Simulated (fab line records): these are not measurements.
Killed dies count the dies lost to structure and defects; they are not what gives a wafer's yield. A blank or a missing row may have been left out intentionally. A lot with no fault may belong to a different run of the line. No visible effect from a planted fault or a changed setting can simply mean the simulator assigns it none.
Which tool is to blame? || flow gf180mcu || Sampling: 14 lots, 42 wafers, 4 of 602 route steps

WHAT EACH GAUGE READ, for each wafer
GF_PASSIVATION_THK_MEAS_03. Usual: for PASSIVATION_CVD_02_THK the level is 700 nm and the standard deviation is 10.
{"lot": "L603", "measured": "day 27 22:19", "on": "filmMetro-01", "PASSIVATION_CVD_02_THK (nm)": "709 709 716", "flag": ""}
{"lot": "L604", "measured": "day 28 08:22", "on": "filmMetro-03", "PASSIVATION_CVD_02_THK (nm)": "700 692 705", "flag": ""}
{"lot": "L605", "measured": "day 28 17:11", "on": "filmMetro-04", "PASSIVATION_CVD_02_THK (nm)": "693 717 712", "flag": ""}
{"lot": "L606", "measured": "day 29 02:47", "on": "filmMetro-01", "PASSIVATION_CVD_02_THK (nm)": "687 697 706", "flag": ""}
{"lot": "L608", "measured": "day 29 16:53", "on": "filmMetro-04", "PASSIVATION_CVD_02_THK (nm)": "686 696 684", "flag": ""}
{"lot": "L610", "measured": "day 30 07:46", "on": "filmMetro-04", "PASSIVATION_CVD_02_THK (nm)": "703 706 712", "flag": ""}
{"lot": "L611", "measured": "day 30 17:36", "on": "filmMetro-03", "PASSIVATION_CVD_02_THK (nm)": "692 693 698", "flag": ""}
{"lot": "L612", "measured": "day 30 21:01", "on": "filmMetro-04", "PASSIVATION_CVD_02_THK (nm)": "698 703 710", "flag": ""}
{"lot": "L613", "measured": "day 31 10:55", "on": "filmMetro-03", "PASSIVATION_CVD_02_THK (nm)": "698 691 705", "flag": ""}
{"lot": "L614", "measured": "day 31 15:02", "on": "filmMetro-04", "PASSIVATION_CVD_02_THK (nm)": "703 724 716", "flag": ""}
{"lot": "L615", "measured": "day 31 16:24", "on": "filmMetro-03", "PASSIVATION_CVD_02_THK (nm)": "690 711 705", "flag": ""}
{"lot": "L616", "measured": "day 32 01:58", "on": "filmMetro-04", "PASSIVATION_CVD_02_THK (nm)": "689 700 692", "flag": ""}
{"lot": "L618", "measured": "day 32 13:58", "on": "filmMetro-03", "PASSIVATION_CVD_02_THK (nm)": "697 692 713", "flag": ""}
{"lot": "L621", "measured": "day 33 01:23", "on": "filmMetro-03", "PASSIVATION_CVD_02_THK (nm)": "705 715 711", "flag": ""}

TOOL THAT RAN EACH LOT (tool first, then ch and the chambers of the sampled wafers, then the start)
{"lot": "L603", "GF_M3_STRIP_18": "wetBench-01 ch 0, day 21 04:21", "GF_V5_CVD_02": "pecvd-02 ch 1,2, day 26 02:40", "GF_V5_STRIP_18": "plasmaAsher-01 ch 0,1, day 26 23:42"}
{"lot": "L604", "GF_M3_STRIP_18": "wetBench-01 ch 1, day 21 14:36", "GF_V5_CVD_02": "pecvd-04 ch 0,1, day 26 12:26", "GF_V5_STRIP_18": "plasmaAsher-03 ch 0,1, day 27 09:21"}
{"lot": "L605", "GF_M3_STRIP_18": "wetBench-01 ch 0, day 22 00:59", "GF_V5_CVD_02": "pecvd-01 ch 0,2, day 26 22:11", "GF_V5_STRIP_18": "plasmaAsher-03 ch 0,1, day 27 19:01"}
{"lot": "L606", "GF_M3_STRIP_18": "wetBench-01 ch 0, day 22 13:17", "GF_V5_CVD_02": "pecvd-01 ch 0,2, day 27 07:59", "GF_V5_STRIP_18": "plasmaAsher-01 ch 0,1, day 28 04:21"}
{"lot": "L608", "GF_M3_STRIP_18": "wetBench-01 ch 0, day 23 06:00", "GF_V5_CVD_02": "pecvd-01 ch 0,1,2, day 27 23:32", "GF_V5_STRIP_18": "plasmaAsher-01 ch 0,1, day 28 19:49"}
{"lot": "L610", "GF_M3_STRIP_18": "wetBench-02 ch 3, day 23 21:24", "GF_V5_CVD_02": "pecvd-01 ch 0,1,2, day 28 13:59", "GF_V5_STRIP_18": "plasmaAsher-03 ch 0,1, day 29 10:12"}
{"lot": "L611", "GF_M3_STRIP_18": "wetBench-01 ch 3, day 24 13:17", "GF_V5_CVD_02": "pecvd-04 ch 0,1, day 29 01:37", "GF_V5_STRIP_18": "plasmaAsher-03 ch 0,1, day 29 21:02"}
{"lot": "L612", "GF_M3_STRIP_18": "wetBench-03 ch 2, day 24 16:44", "GF_V5_CVD_02": "pecvd-04 ch 0,1, day 29 04:59", "GF_V5_STRIP_18": "plasmaAsher-03 ch 0,1, day 30 00:36"}
{"lot": "L613", "GF_M3_STRIP_18": "wetBench-03 ch 1, day 25 01:39", "GF_V5_CVD_02": "pecvd-02 ch 0,1,2, day 29 13:16", "GF_V5_STRIP_18": "plasmaAsher-03 ch 0,1, day 30 08:51"}
{"lot": "L614", "GF_M3_STRIP_18": "wetBench-03 ch 1, day 25 12:45", "GF_V5_CVD_02": "pecvd-04 ch 0,2, day 29 23:20", "GF_V5_STRIP_18": "plasmaAsher-01 ch 0,1, day 30 18:24"}
{"lot": "L615", "GF_M3_STRIP_18": "wetBench-03 ch 1, day 25 15:28", "GF_V5_CVD_02": "pecvd-02 ch 0,1,2, day 30 01:39", "GF_V5_STRIP_18": "plasmaAsher-02 ch 0,1, day 30 20:19"}
{"lot": "L616", "GF_M3_STRIP_18": "wetBench-03 ch 0, day 26 05:12", "GF_V5_CVD_02": "pecvd-02 ch 0,1,2, day 30 11:58", "GF_V5_STRIP_18": "plasmaAsher-03 ch 0,1, day 31 06:13"}
{"lot": "L618", "GF_M3_STRIP_18": "wetBench-03 ch 2, day 26 15:30", "GF_V5_CVD_02": "pecvd-04 ch 1,2, day 30 23:41", "GF_V5_STRIP_18": "plasmaAsher-01 ch 0,1, day 31 18:37"}
{"lot": "L621", "GF_M3_STRIP_18": "wetBench-02 ch 0, day 27 06:47", "GF_V5_CVD_02": "pecvd-02 ch 0,1,2, day 31 12:46", "GF_V5_STRIP_18": "plasmaAsher-01 ch 0,1, day 32 06:49"}
- GF_M3_STRIP_18: strips in post etch residue remover, time 1200 s.
- GF_V5_CVD_02: deposits SiO2 from TEOS, target thk 1450 nm, time 163.28 s.
- GF_V5_STRIP_18: strips in O2/N2.

WHAT THE TOOLS THEMSELVES READ (means of the sampled wafers that have a number; where no wafer has one, the mark that the record gives instead)
GF_V5_CVD_02. Usual: heaterPowerW 646 W, standard deviation 120; susceptorTempC 399.99 C, standard deviation 0.23.
{"lot": "L603", "tool": "pecvd-02", "heaterPowerW (W)": 661, "susceptorTempC (C)": 399.88, "flag": ""}
{"lot": "L604", "tool": "pecvd-04", "heaterPowerW (W)": 555, "susceptorTempC (C)": 400.00, "flag": ""}
{"lot": "L605", "tool": "pecvd-01", "heaterPowerW (W)": 703, "susceptorTempC (C)": 400.13, "flag": ""}
{"lot": "L606", "tool": "pecvd-01", "heaterPowerW (W)": 692, "susceptorTempC (C)": 400.06, "flag": ""}
{"lot": "L608", "tool": "pecvd-01", "heaterPowerW (W)": 655, "susceptorTempC (C)": 399.84, "flag": ""}
{"lot": "L610", "tool": "pecvd-01", "heaterPowerW (W)": 679, "susceptorTempC (C)": 400.30, "flag": ""}
{"lot": "L611", "tool": "pecvd-04", "heaterPowerW (W)": 502, "susceptorTempC (C)": 399.90, "flag": ""}
{"lot": "L612", "tool": "pecvd-04", "heaterPowerW (W)": 522, "susceptorTempC (C)": 399.85, "flag": ""}
{"lot": "L613", "tool": "pecvd-02", "heaterPowerW (W)": 723, "susceptorTempC (C)": 399.96, "flag": ""}
{"lot": "L614", "tool": "pecvd-04", "heaterPowerW (W)": 667, "susceptorTempC (C)": 399.75, "flag": ""}
{"lot": "L615", "tool": "pecvd-02", "heaterPowerW (W)": 706, "susceptorTempC (C)": 400.11, "flag": ""}
{"lot": "L616", "tool": "pecvd-02", "heaterPowerW (W)": 722, "susceptorTempC (C)": 400.07, "flag": ""}
{"lot": "L618", "tool": "pecvd-04", "heaterPowerW (W)": 531, "susceptorTempC (C)": 399.85, "flag": ""}
{"lot": "L621", "tool": "pecvd-02", "heaterPowerW (W)": 652, "susceptorTempC (C)": 399.92, "flag": ""}

GF_V5_STRIP_18. Usual: drypumpMotorCurrentA 5.4 A, standard deviation 0.57; heaterPowerW 320 W, standard deviation 36; oesProductAu 0.568 a.u., standard deviation 0.0048.
{"lot": "L603", "tool": "plasmaAsher-01", "drypumpMotorCurrentA (A)": 5.1, "heaterPowerW (W)": 281, "oesProductAu (a.u.)": 0.571, "flag": ""}
{"lot": "L604", "tool": "plasmaAsher-03", "drypumpMotorCurrentA (A)": 5.2, "heaterPowerW (W)": 332, "oesProductAu (a.u.)": 0.564, "flag": ""}
{"lot": "L605", "tool": "plasmaAsher-03", "drypumpMotorCurrentA (A)": 5.6, "heaterPowerW (W)": 330, "oesProductAu (a.u.)": 0.571, "flag": ""}
{"lot": "L606", "tool": "plasmaAsher-01", "drypumpMotorCurrentA (A)": 5.3, "heaterPowerW (W)": 286, "oesProductAu (a.u.)": 0.567, "flag": ""}
{"lot": "L608", "tool": "plasmaAsher-01", "drypumpMotorCurrentA (A)": 5.3, "heaterPowerW (W)": 285, "oesProductAu (a.u.)": 0.564, "flag": ""}
{"lot": "L610", "tool": "plasmaAsher-03", "drypumpMotorCurrentA (A)": 5.2, "heaterPowerW (W)": 338, "oesProductAu (a.u.)": 0.569, "flag": ""}
{"lot": "L611", "tool": "plasmaAsher-03", "drypumpMotorCurrentA (A)": 5.2, "heaterPowerW (W)": 333, "oesProductAu (a.u.)": 0.567, "flag": ""}
{"lot": "L612", "tool": "plasmaAsher-03", "drypumpMotorCurrentA (A)": 5.2, "heaterPowerW (W)": 338, "oesProductAu (a.u.)": 0.569, "flag": ""}
{"lot": "L613", "tool": "plasmaAsher-03", "drypumpMotorCurrentA (A)": 5.2, "heaterPowerW (W)": 330, "oesProductAu (a.u.)": 0.565, "flag": ""}
{"lot": "L614", "tool": "plasmaAsher-01", "drypumpMotorCurrentA (A)": 5.3, "heaterPowerW (W)": 285, "oesProductAu (a.u.)": 0.571, "flag": ""}
{"lot": "L615", "tool": "plasmaAsher-02", "drypumpMotorCurrentA (A)": 5.9, "heaterPowerW (W)": 334, "oesProductAu (a.u.)": 0.568, "flag": ""}
{"lot": "L616", "tool": "plasmaAsher-03", "drypumpMotorCurrentA (A)": 5.2, "heaterPowerW (W)": 332, "oesProductAu (a.u.)": 0.573, "flag": ""}
{"lot": "L618", "tool": "plasmaAsher-01", "drypumpMotorCurrentA (A)": 5.1, "heaterPowerW (W)": 282, "oesProductAu (a.u.)": 0.566, "flag": ""}
{"lot": "L621", "tool": "plasmaAsher-01", "drypumpMotorCurrentA (A)": 5.1, "heaterPowerW (W)": 283, "oesProductAu (a.u.)": 0.568, "flag": ""}

THE ANSWER, worked out from the rows above alone
Rule: take the mean of a lot's wafers that have a number; if it is more than 3 standard deviations from the usual mean, the lot is off. Also off: a lot with no number at a reading for which 4 or more lots have one. Where the step has rows for the other lots, those lots are counted as sound. After the gauges, taken in route order, come the tools' own readings; for these a lot's mean is taken, as printed above. The first step at which some lot is off is used, and at that step the reading that is off furthest; a lot without a number counts as furthest.
None of the lots is off at any reading shown; this tells nothing.

WHAT THE SIMULATOR HAD PUT IN
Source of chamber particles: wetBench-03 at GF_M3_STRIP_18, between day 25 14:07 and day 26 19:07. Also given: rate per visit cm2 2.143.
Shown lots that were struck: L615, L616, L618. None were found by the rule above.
